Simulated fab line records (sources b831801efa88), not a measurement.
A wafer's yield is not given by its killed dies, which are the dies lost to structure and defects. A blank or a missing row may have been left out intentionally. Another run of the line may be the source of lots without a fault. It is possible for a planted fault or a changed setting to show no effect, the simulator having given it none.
Which of the tools did it? :: flow sky130 :: 13 lots, 39 wafers sampled, at 4 steps of a route of 708

WHAT THE GAUGES READ, wafer by wafer
SKY_LDD_N_OVL_MEAS_07. Usual: LDD_N_OVL gives -1.4 nm (standard deviation 1.3).
lot: L633
measured: day 17 20:07
on: overlay-01
LDD_N_OVL (nm): -0.7 1.1 -1.1
flag: 

lot: L634
measured: day 18 03:40
on: overlay-01
LDD_N_OVL (nm): -1.0 -3.1 -2.5
flag: 

lot: L636
measured: day 20 09:13
on: overlay-01
LDD_N_OVL (nm): -1.3 -2.6 -1.4
flag: 

lot: L639
measured: day 20 13:13
on: overlay-02
LDD_N_OVL (nm): -0.4 -1.6 -0.9
flag: 

lot: L638
measured: day 20 14:31
on: overlay-01
LDD_N_OVL (nm): -2.3 -3.6 -2.5
flag: 

lot: L640
measured: day 20 18:28
on: overlay-01
LDD_N_OVL (nm): -1.4 -2.3 -2.4
flag: 

lot: L642
measured: day 22 12:08
on: overlay-02
LDD_N_OVL (nm): -2.1 -0.7 -3.7
flag: 

lot: L643
measured: day 22 13:01
on: overlay-02
LDD_N_OVL (nm): 0.8 1.0 0.3
flag: 

lot: L646
measured: day 22 22:04
on: overlay-02
LDD_N_OVL (nm): -0.2 -1.5 0.8
flag: 

lot: L650
measured: day 24 01:46
on: overlay-02
LDD_N_OVL (nm): -3.0 -1.2 -2.8
flag: 

lot: L652
measured: day 24 15:34
on: overlay-01
LDD_N_OVL (nm): -0.1 -1.9 -0.8
flag: 

lot: L651
measured: day 24 18:13
on: overlay-02
LDD_N_OVL (nm): -1.9 -1.9 -2.7
flag: 

lot: L654
measured: day 25 13:25
on: overlay-02
LDD_N_OVL (nm): -2.2 0.0 -2.4
flag: 

SKY_LDD_P_OVL_MEAS_08. Usual: LDD_P_OVL gives 0.0 nm (standard deviation 1.5).
lot: L633
measured: day 19 03:19
on: overlay-02
LDD_P_OVL (nm): 1.5 0.0 -0.3
flag: 

lot: L634
measured: day 19 10:42
on: overlay-02
LDD_P_OVL (nm): -0.6 1.4 -0.8
flag: 

lot: L636
measured: day 21 12:26
on: overlay-01
LDD_P_OVL (nm): 0.6 -1.1 -1.6
flag: 

lot: L639
measured: day 21 17:07
on: overlay-01
LDD_P_OVL (nm): -0.4 -0.6 -1.2
flag: 

lot: L638
measured: day 21 17:56
on: overlay-01
LDD_P_OVL (nm): -1.7 0.5 -0.7
flag: 

lot: L640
measured: day 22 02:05
on: overlay-02
LDD_P_OVL (nm): 1.3 -0.4 1.8
flag: 

lot: L642
measured: day 23 18:59
on: overlay-02
LDD_P_OVL (nm): 0.6 -0.3 0.0
flag: 

lot: L643
measured: day 23 20:05
on: overlay-02
LDD_P_OVL (nm): 4.4 1.0 1.7
flag: 

lot: L646
measured: day 24 05:05
on: overlay-01
LDD_P_OVL (nm): -2.3 0.5 0.0
flag: 

lot: L650
measured: day 25 07:50
on: overlay-02
LDD_P_OVL (nm): -1.6 -3.2 -0.6
flag: 

lot: L652
measured: day 25 21:59
on: overlay-01
LDD_P_OVL (nm): -0.7 0.3 2.3
flag: 

lot: L651
measured: day 26 00:23
on: overlay-01
LDD_P_OVL (nm): -0.7 -0.2 -1.0
flag: 

lot: L654
measured: day 26 19:27
on: overlay-02
LDD_P_OVL (nm): -0.3 -1.6 1.0
flag: 

SKY_POLY_CUT_OVL_MEAS_09. Usual: POLY_CUT_OVL gives 7 nm (standard deviation 6.8).
lot: L633
measured: day 24 02:54
on: overlay-01
POLY_CUT_OVL (nm): 8 6 17
flag: 

lot: L634
measured: day 24 10:10
on: overlay-01
POLY_CUT_OVL (nm): -4 1 17
flag: 

lot: L636
measured: day 26 15:39
on: overlay-02
POLY_CUT_OVL (nm): 16 5 6
flag: 

lot: L639
measured: day 26 17:57
on: overlay-02
POLY_CUT_OVL (nm): 4 10 13
flag: 

lot: L638
measured: day 26 19:17
on: overlay-01
POLY_CUT_OVL (nm): 3 1 10
flag: 

lot: L640
measured: day 27 04:02
on: overlay-02
POLY_CUT_OVL (nm): 2 1 9
flag: 

lot: L642
measured: day 28 17:06
on: overlay-01
POLY_CUT_OVL (nm): 1 3 -2
flag: 

lot: L643
measured: day 28 20:53
on: overlay-02
POLY_CUT_OVL (nm): 6 -1 -2
flag: 

lot: L646
measured: day 29 04:20
on: overlay-02
POLY_CUT_OVL (nm): 4 1 -1
flag: 

lot: L650
measured: day 30 07:02
on: overlay-01
POLY_CUT_OVL (nm): 5 1 4
flag: 

lot: L652
measured: day 30 18:31
on: overlay-01
POLY_CUT_OVL (nm): -7 9 -1
flag: 

lot: L651
measured: day 30 22:32
on: overlay-02
POLY_CUT_OVL (nm): 16 11 12
flag: 

lot: L654
measured: day 31 16:11
on: overlay-02
POLY_CUT_OVL (nm): -4 10 -4
flag: 

WHICH TOOL RAN EACH LOT (tool, then ch and the chambers of the sampled wafers, then the start)
lot: L633
SKY_LDD_LDN_EXPOSE_04: iline_stepper-01 ch 0, day 22 04:20

lot: L634
SKY_LDD_LDN_EXPOSE_04: iline_stepper-01 ch 0, day 22 11:33

lot: L636
SKY_LDD_LDN_EXPOSE_04: iline_stepper-02 ch 0, day 24 17:40

lot: L639
SKY_LDD_LDN_EXPOSE_04: iline_stepper-01 ch 0, day 24 21:17

lot: L638
SKY_LDD_LDN_EXPOSE_04: iline_stepper-01 ch 0, day 24 22:38

lot: L640
SKY_LDD_LDN_EXPOSE_04: iline_stepper-02 ch 0, day 25 05:43

lot: L642
SKY_LDD_LDN_EXPOSE_04: iline_stepper-01 ch 0, day 26 18:59

lot: L643
SKY_LDD_LDN_EXPOSE_04: iline_stepper-01 ch 0, day 26 21:37

lot: L646
SKY_LDD_LDN_EXPOSE_04: iline_stepper-02 ch 0, day 27 07:38

lot: L650
SKY_LDD_LDN_EXPOSE_04: iline_stepper-02 ch 0, day 28 09:58

lot: L652
SKY_LDD_LDN_EXPOSE_04: iline_stepper-02 ch 0, day 28 22:27

lot: L651
SKY_LDD_LDN_EXPOSE_04: iline_stepper-02 ch 0, day 29 01:26

lot: L654
SKY_LDD_LDN_EXPOSE_04: iline_stepper-02 ch 0, day 29 20:40
- SKY_LDD_LDN_EXPOSE_04: exposes mask LDNTM, target cd 700 nm.

AS READ BY THE TOOLS THEMSELVES (means over the sampled wafers that have a number; for cases with no such wafer, the mark the record gives instead)
SKY_LDD_LDN_EXPOSE_04. Usual: focus_offset_nm at 0.1 nm, with a standard deviation of 0.47.
lot: L633
tool: iline_stepper-01
focus_offset_nm (nm): -0.1
flag: 

lot: L634
tool: iline_stepper-01
focus_offset_nm (nm): 0.2
flag: 

lot: L636
tool: iline_stepper-02
focus_offset_nm (nm): -0.7
flag: 

lot: L639
tool: iline_stepper-01
focus_offset_nm (nm): -0.3
flag: 

lot: L638
tool: iline_stepper-01
focus_offset_nm (nm): 0.1
flag: 

lot: L640
tool: iline_stepper-02
focus_offset_nm (nm): 0.2
flag: 

lot: L642
tool: iline_stepper-01
focus_offset_nm (nm): -0.3
flag: 

lot: L643
tool: iline_stepper-01
focus_offset_nm (nm): -0.1
flag: 

lot: L646
tool: iline_stepper-02
focus_offset_nm (nm): 0.2
flag: 

lot: L650
tool: iline_stepper-02
focus_offset_nm (nm): 0.3
flag: 

lot: L652
tool: iline_stepper-02
focus_offset_nm (nm): 0.8
flag: 

lot: L651
tool: iline_stepper-02
focus_offset_nm (nm): -0.2
flag: 

lot: L654
tool: iline_stepper-02
focus_offset_nm (nm): 0.2
flag: 

THE ANSWER, worked out from the rows above alone
Rule: lot off if the mean of its wafers having a number is beyond 3 standard deviations from the usual mean. Also off: a lot with no number at a reading for which 4 or more lots have one. All remaining lots with rows at the step are treated as sound. The gauges are gone through in route order, then the tools' own readings, and for those a lot's mean is taken as printed above. The first step at which some lot is off is used, and at that step the reading that is off furthest; a lot without a number counts as furthest.
Nothing can be told from this: no lot is off at any reading shown.

WHAT WAS PUT IN BY THE SIMULATOR
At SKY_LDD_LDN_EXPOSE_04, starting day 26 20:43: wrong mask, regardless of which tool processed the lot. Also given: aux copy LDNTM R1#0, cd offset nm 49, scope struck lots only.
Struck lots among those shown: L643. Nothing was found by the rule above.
